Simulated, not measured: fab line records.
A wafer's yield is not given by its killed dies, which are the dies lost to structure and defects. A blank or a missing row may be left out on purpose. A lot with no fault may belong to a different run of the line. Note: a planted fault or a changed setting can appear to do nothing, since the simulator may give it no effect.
Chamber matching || flow gf180mcu || GF_CONTACT_CMP_27 on cmp-02: 4 sister chambers
The step polishes, stops on SiO2, t overpolish 15 s, target thk 0 nm. 4 wafers are shown with their chamber, then 7 later ones without.

EACH WAFER AND ITS CHAMBER
{"wafer": "L234.1", "chamber": 0, "motorCurrentA (A)": 10.7}
{"wafer": "L236.6", "chamber": 2, "motorCurrentA (A)": 11.6}
{"wafer": "L245.1", "chamber": 1, "motorCurrentA (A)": 9.5}
{"wafer": "L245.4", "chamber": 3, "motorCurrentA (A)": 11.1}

WAFERS WITHOUT THEIR CHAMBER
{"wafer": "L245.6", "motorCurrentA (A)": 9.3}
{"wafer": "L246.3", "motorCurrentA (A)": 12.7}
{"wafer": "L246.4", "motorCurrentA (A)": 10.8}
{"wafer": "L246.5", "motorCurrentA (A)": 10.3}
{"wafer": "L248.1", "motorCurrentA (A)": 10.7}
{"wafer": "L248.2", "motorCurrentA (A)": 11.6}
{"wafer": "L248.4", "motorCurrentA (A)": 9.3}

WHICH CHAMBER EACH ONE RAN IN
{"wafer": "L245.6", "from the rows above": 1, "in truth": 1}
{"wafer": "L246.3", "from the rows above": "can't be placed: 2 or 3 or 0", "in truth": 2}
{"wafer": "L246.4", "from the rows above": "can't be placed: 0 or 3 or 2", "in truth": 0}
{"wafer": "L246.5", "from the rows above": "can't be placed: 0 or 3 or 1 or 2", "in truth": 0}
{"wafer": "L248.1", "from the rows above": "can't be placed: 0 or 3 or 2", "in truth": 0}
{"wafer": "L248.2", "from the rows above": "can't be placed: 2 or 3 or 0", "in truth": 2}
{"wafer": "L248.4", "from the rows above": 1, "in truth": 1}
2 of 7 placed correctly. From these rows, 5 cannot be placed; in 5 the true chamber is one of the candidates. Wrongly placed: 0.
How it was worked out, from the rows above alone: a wafer's distance from a chamber is the root of the sum, over the readings, of the square of ((its reading less the chamber's mean) divided by the reading's scatter). The wafer belongs to the nearest chamber; if the next one is less than 2 further off, it can't be placed. For every chamber, the mean is computed from those of its wafers that are shown. The scatter: root of mean squared gap, hidden wafer to nearest shown wafer, with one shown wafer a chamber.
